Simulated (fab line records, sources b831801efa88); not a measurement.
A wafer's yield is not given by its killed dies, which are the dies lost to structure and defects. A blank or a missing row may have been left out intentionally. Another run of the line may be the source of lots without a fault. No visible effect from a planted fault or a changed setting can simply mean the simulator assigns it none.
Check for tools in common | flow gf180mcu | 10 lots and 30 wafers in the sample

## THE REASON FOR OPENING IT
At GF_V3_RS_MEAS_24 the reading V3_W_RS is flagged on 2 of 10 lots. Wafers without a fault read 0.327 ohm/sq, standard deviation 0.0041.
Rule: a lot is flagged when every wafer of it that has a number lies more than 4 standard deviations from that mean, or none has a number. All remaining lots are regarded as sound.

lot  | measured     | on           | V3_W_RS (ohm/sq), wafer by wafer | flag
L537 | day 23 05:34 | filmMetro-02 | 0.326 0.325 0.327                | 
L541 | day 24 20:34 | filmMetro-02 | 0.326 0.325 0.327                | 
L544 | day 25 14:30 | filmMetro-01 | 0.270 0.271 0.274                | FLAGGED
L543 | day 25 17:10 | filmMetro-04 | 0.268 0.269 0.268                | FLAGGED
L548 | day 26 20:31 | filmMetro-04 | 0.324 0.324 0.323                | 
L551 | day 27 11:50 | filmMetro-01 | 0.324 0.329 0.324                | 
L553 | day 28 07:59 | filmMetro-02 | 0.329 0.323 0.326                | 
L556 | day 29 01:05 | filmMetro-04 | 0.326 0.322 0.323                | 
L557 | day 29 06:51 | filmMetro-02 | 0.325 0.326 0.324                | 
L558 | day 29 18:14 | filmMetro-04 | 0.325 0.330 0.327                | 
On average the flagged lots' numbers are 0.270 ohm/sq, which is -0.057 ohm/sq against the usual, or -14 standard deviations.

## TOOL THAT RAN EACH LOT
3 process steps preceding the reading are held in the record, out of 602 steps in the route. Cell contents, in order: the tool; ch with the chambers the sampled wafers went through; the start.
lot  | flag    | GF_M3_SPUTTER_01            | GF_V3_SPUTTER_21            | GF_V3_CVD_23
L537 |         | pvdSputter-02, day 21 04:48 | pvdSputter-03, day 23 05:20 | cvdW-01 ch 0,1, day 23 05:26
L541 |         | pvdSputter-04, day 22 22:14 | pvdSputter-03, day 24 20:20 | cvdW-02 ch 0, day 24 20:26
L544 | FLAGGED | pvdSputter-01, day 23 16:23 | pvdSputter-04, day 25 14:17 | cvdW-02 ch 1, day 25 14:23
L543 | FLAGGED | pvdSputter-01, day 23 19:51 | pvdSputter-01, day 25 16:56 | cvdW-02 ch 0, day 25 17:02
L548 |         | pvdSputter-01, day 24 23:11 | pvdSputter-04, day 26 20:11 | cvdW-01 ch 0, day 26 20:17
L551 |         | pvdSputter-01, day 25 15:50 | pvdSputter-04, day 27 11:37 | cvdW-01 ch 0,1, day 27 11:43
L553 |         | pvdSputter-02, day 26 11:40 | pvdSputter-04, day 28 07:44 | cvdW-01 ch 0,1, day 28 07:52
L556 |         | pvdSputter-04, day 27 06:37 | pvdSputter-03, day 29 00:50 | cvdW-02 ch 0,1, day 29 00:59
L557 |         | pvdSputter-04, day 27 12:46 | pvdSputter-01, day 29 06:38 | cvdW-01 ch 0,1, day 29 06:44
L558 |         | pvdSputter-04, day 28 01:08 | pvdSputter-03, day 29 18:01 | cvdW-02 ch 0,1, day 29 18:07
These steps, and what they do:
- GF_M3_SPUTTER_01: material TiN, target thk 30 nm, time 25 s.
- GF_V3_SPUTTER_21: material Ti, target thk 15 nm, time 80.02 s.
- GF_V3_CVD_23: deposits W, target thk 350 nm, time 104.9 s.
- GF_V3_RS_MEAS_24: measures by four-point-probe.

## FLAGGED AGAINST TOTAL, ONE TOOL AT A TIME (gauges that did the reading follow at the end)
step             | tool          | lots run | flagged | share of the flagged lots | sound lots run after its first flagged lot
GF_M3_SPUTTER_01 | pvdSputter-01 | 4        | 2       | all                       | 2 (L548,L551)
GF_M3_SPUTTER_01 | pvdSputter-02 | 2        | 0       | none                      | -
GF_M3_SPUTTER_01 | pvdSputter-04 | 4        | 0       | none                      | -
GF_V3_SPUTTER_21 | pvdSputter-01 | 2        | 1       | some                      | 1 (L557)
GF_V3_SPUTTER_21 | pvdSputter-03 | 4        | 0       | none                      | -
GF_V3_SPUTTER_21 | pvdSputter-04 | 4        | 1       | some                      | 3 (L548,L551,L553)
GF_V3_CVD_23     | cvdW-01       | 5        | 0       | none                      | -
GF_V3_CVD_23     | cvdW-02       | 5        | 2       | all                       | 2 (L556,L558)
GF_V3_RS_MEAS_24 | filmMetro-01  | 2        | 1       | some                      | 1 (L551)
GF_V3_RS_MEAS_24 | filmMetro-02  | 4        | 0       | none                      | -
GF_V3_RS_MEAS_24 | filmMetro-04  | 4        | 1       | some                      | 3 (L548,L556,L558)

## WHAT THE TABLE PERMITS
2 rows of the table ran every flagged lot: pvdSputter-01 at GF_M3_SPUTTER_01, cvdW-02 at GF_V3_CVD_23.
- pvdSputter-01 at GF_M3_SPUTTER_01 ran 4 lots, 2 of them flagged. Sound lots ran on it after the first flagged one (L548, L551), which a lasting fault on the whole tool wouldn't allow.
- cvdW-02 at GF_V3_CVD_23 ran 5 lots, 2 of them flagged. Sound lots ran on it after the first flagged one (L556, L558), which a lasting fault on the whole tool wouldn't allow. Its own readings lie more than 4 standard deviations out on every wafer of the flagged lots: susceptorTempC.
There is no row in the table that ran each flagged lot and no sound lot after the first.

## WHAT THE SIMULATOR HAD PUT IN
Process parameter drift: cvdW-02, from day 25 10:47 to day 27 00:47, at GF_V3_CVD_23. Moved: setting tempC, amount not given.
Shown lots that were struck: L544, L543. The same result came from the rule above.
